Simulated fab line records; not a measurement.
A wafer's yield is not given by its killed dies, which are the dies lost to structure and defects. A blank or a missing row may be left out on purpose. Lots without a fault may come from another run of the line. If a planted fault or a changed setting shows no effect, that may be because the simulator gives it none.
What tool caused it?	flow gf180mcu	11 lots with 33 wafers sampled at 6 steps, on a route of 602 steps

== WHAT EACH GAUGE READ, for each wafer ==
GF_STI_BOW_MEAS_00.
lot	measured	on	INCOMING_BOW (um)
L818	day 1 10:00	filmMetro-04	-1 -4 5
L820	day 1 20:02	filmMetro-03	11 -3 5
L821	day 2 01:00	filmMetro-04	2 -1 12
L825	day 2 21:02	filmMetro-04	2 8 8
L827	day 3 07:01	filmMetro-01	0 3 -7
L828	day 3 12:01	filmMetro-01	5 4 -7
L833	day 4 13:00	filmMetro-03	6 2 7
L836	day 5 04:00	filmMetro-03	6 2 3
L837	day 5 09:00	filmMetro-04	-7 -1 -2
L838	day 5 14:01	filmMetro-03	-3 4 4
L840	day 6 00:01	filmMetro-03	-8 -13 -4

GF_VT_IMPLANT_OVL_MEAS_07.
lot	measured	on	VT_IMPLANT_OVL (nm)
L818	day 5 13:52	overlay-01	-1.7 -0.6 -1.6
L820	day 6 00:44	overlay-01	-4.0 -4.5 -4.5
L821	day 6 09:25	overlay-02	-3.2 -1.5 -3.8
L825	day 7 10:46	overlay-01	-1.6 -2.0 -1.2
L827	day 8 03:29	overlay-01	-2.5 -2.5 -2.1
L828	day 8 06:55	overlay-01	-2.5 -1.4 -2.0
L833	day 9 11:10	overlay-02	-0.4 -0.9 -0.8
L836	day 10 05:34	overlay-01	0.8 1.1 -0.5
L837	day 10 13:19	overlay-02	-1.6 -2.1 -1.3
L838	day 10 18:46	overlay-02	0.9 0.2 0.0
L840	day 11 06:46	overlay-02	0.3 0.2 0.0

GF_VT_IMPLANT_RS_MEAS_47: the measuring method here is four-point-probe.
lot	measured	on	NWELL_RS (ohm/sq)
L818	day 7 11:59	filmMetro-01	489.2 490.9 490.0
L820	day 7 23:47	filmMetro-02	487.3 486.5 486.7
L821	day 8 09:26	filmMetro-01	490.0 489.4 489.8
L825	day 9 13:47	filmMetro-03	487.4 488.4 489.3
L827	day 10 07:57	filmMetro-03	487.7 488.5 490.2
L828	day 10 12:17	filmMetro-03	487.2 485.5 488.3
L833	day 11 17:47	filmMetro-01	496.3 498.5 497.0 497.3 498.3 497.5
L836	day 12 13:37	filmMetro-01	497.7 500.6 497.8 498.5 500.8 497.5
L837	day 12 22:08	filmMetro-02	488.0 489.1 488.1
L838	day 13 04:30	filmMetro-03	489.2 489.6 488.6
L840	day 13 18:29	filmMetro-01	488.9 489.9 490.1

GF_VT_IMPLANT_RS_MEAS_48: the measuring method here is four-point-probe.
lot	measured	on	LVPWELL_RS (ohm/sq)
L818	day 7 12:07	filmMetro-01	1198.1 1197.4 1200.3
L820	day 7 23:54	filmMetro-02	1195.0 1193.5 1193.4
L821	day 8 09:34	filmMetro-01	1197.0 1199.5 1193.1
L825	day 9 13:54	filmMetro-03	1197.4 1197.3 1198.7
L827	day 10 08:04	filmMetro-03	1198.4 1200.5 1200.0
L828	day 10 12:25	filmMetro-03	1197.1 1194.5 1196.9
L833	day 11 19:52	filmMetro-01	1199.3 1197.9 1198.5
L836	day 12 19:53	filmMetro-01	1201.1 1201.9 1200.0
L837	day 12 22:15	filmMetro-02	1197.0 1195.0 1200.4
L838	day 13 04:37	filmMetro-03	1198.2 1197.7 1197.6
L840	day 13 18:37	filmMetro-01	1200.5 1195.3 1198.2

== WHICH TOOL RAN EACH LOT (tool, then ch and the chambers of the sampled wafers, then the start) ==
lot	GF_NWELL_IMPLANT_08	GF_LVPWELL_STRIP_10
L818	implanter-04 ch 0, day 3 08:13	plasmaAsher-04 ch 0,1, day 3 21:27
L820	implanter-02 ch 0, day 3 17:51	plasmaAsher-04 ch 0,1, day 4 06:41
L821	implanter-03 ch 0, day 4 01:03	plasmaAsher-02 ch 0,1, day 4 14:17
L825	implanter-04 ch 0, day 4 22:21	plasmaAsher-02 ch 0,1, day 5 12:59
L827	implanter-04 ch 0, day 5 13:01	plasmaAsher-04 ch 0,1, day 6 04:10
L828	implanter-03 ch 0, day 5 16:19	plasmaAsher-04 ch 1, day 6 07:20
L833	implanter-04 ch 0, day 6 17:44	plasmaAsher-03 ch 0, day 7 09:13
L836	implanter-04 ch 0, day 7 09:10	plasmaAsher-03 ch 0,1, day 8 01:40
L837	implanter-03 ch 0, day 7 15:57	plasmaAsher-03 ch 0,1, day 8 08:40
L838	implanter-03 ch 0, day 7 20:31	plasmaAsher-03 ch 0,1, day 8 13:25
L840	implanter-02 ch 0, day 8 07:17	plasmaAsher-03 ch 0, day 9 01:04
- GF_NWELL_IMPLANT_08
- GF_LVPWELL_STRIP_10: strips in O2/N2.

== WHAT THE TOOLS THEMSELVES READ (means of the sampled wafers that have a number; where no wafer has one, the mark that the record gives instead) ==
GF_NWELL_IMPLANT_08.
lot	tool	beamEnergyKeV	beamOnS (s)	faradayCurrentUA
L818	implanter-04	450.08	10.08	83.7
L820	implanter-02	450.17	10.34	81.8
L821	implanter-03	449.94	9.86	85.7
L825	implanter-04	450.02	10.24	82.5
L827	implanter-04	449.92	10.16	83.6
L828	implanter-03	449.90	9.98	84.7
L833	implanter-04	407.12	10.18	82.8
L836	implanter-04	407.25	9.89	85.6
L837	implanter-03	450.11	9.98	84.7
L838	implanter-03	450.17	9.98	84.8
L840	implanter-02	449.97	10.03	84.0

GF_LVPWELL_STRIP_10.
lot	tool	chamberPressureMTorr (mTorr)	drypumpMotorCurrentA (A)	heaterPowerW (W)	n2FlowSccm (sccm)	o2FlowSccm (sccm)	oesProductAu (a.u.)	stripTimeToEndpointS (s)
L818	plasmaAsher-04	1500.4	5.65	307	300.8	3009	0.725	37.43
L820	plasmaAsher-04	1501.3	6.04	289	299.1	3009	0.721	37.24
L821	plasmaAsher-02	1499.1	6.04	379	299.9	2999	0.721	37.18
L825	plasmaAsher-02	1501.3	6.15	395	300.0	2993	0.722	37.20
L827	plasmaAsher-04	1501.3	5.67	308	298.9	2995	0.725	37.13
L828	plasmaAsher-04	1500.9	6.39	291	300.3	3004	0.725	37.17
L833	plasmaAsher-03	1498.7	6.08	368	300.6	3000	0.725	37.21
L836	plasmaAsher-03	1499.1	5.99	325	300.0	2993	0.717	37.08
L837	plasmaAsher-03	1500.3	6.02	346	299.7	3000	0.726	37.15
L838	plasmaAsher-03	1499.7	6.03	349	299.0	3002	0.723	37.43
L840	plasmaAsher-03	1500.1	6.10	362	299.8	2997	0.723	37.37

== THE ANSWER, worked out from the rows above alone ==
Rule: usual is defined by the lots themselves. Put in order of their means at a reading, lots are off if they are a third of the lots or fewer, leave a main group of 4 or more, and stand apart from it by a gap of 3 or more times the standard deviation of the main group's means; of several such gaps the widest counts. A main group is skipped when, at the precision printed for the reading in the tables above, its means are all equal. Also off: a lot with no number at a reading for which 4 or more lots have one. The other lots that the step has rows for count as sound. The gauges are gone through in route order, then the tools' own readings, and for those a lot's mean is taken as printed above. The first step at which some lot is off is used, and at that step the reading that is off furthest; a lot without a number counts as furthest.
Off: at GF_VT_IMPLANT_RS_MEAS_47 (NWELL_RS), L833, L836. The main group: mean 488.7 ohm/sq, standard deviation 1.1.
If a tool, at a process step before that reading, ran all the lots that are off and no sound lot after the first of them, it fits. Not tried: the gauges at GF_VT_IMPLANT_RS_MEAS_47; whatever is off there is also off at GF_NWELL_IMPLANT_08, on other tools, and gauge error can't account for it. One candidate fits, namely implanter-04 at GF_NWELL_IMPLANT_08. A fault onset in the window from L827 (day 5 13:01, its last sound lot) to L833 (day 6 17:44, its first lot off) fits.
On the lots that are off, the tool's own readings at GF_NWELL_IMPLANT_08 differ by more than 5 times the standard deviation of the sound lots' means, which bears it out; beamEnergyKeV reads 407.19 there versus 450.03 on the sound lots.

== WHAT HAD BEEN PUT IN BY THE SIMULATOR ==
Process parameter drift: implanter-04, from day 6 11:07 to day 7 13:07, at GF_NWELL_IMPLANT_08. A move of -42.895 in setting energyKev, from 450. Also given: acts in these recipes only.
Lots struck among those shown: L833, L836. The rule above reached the same finding.
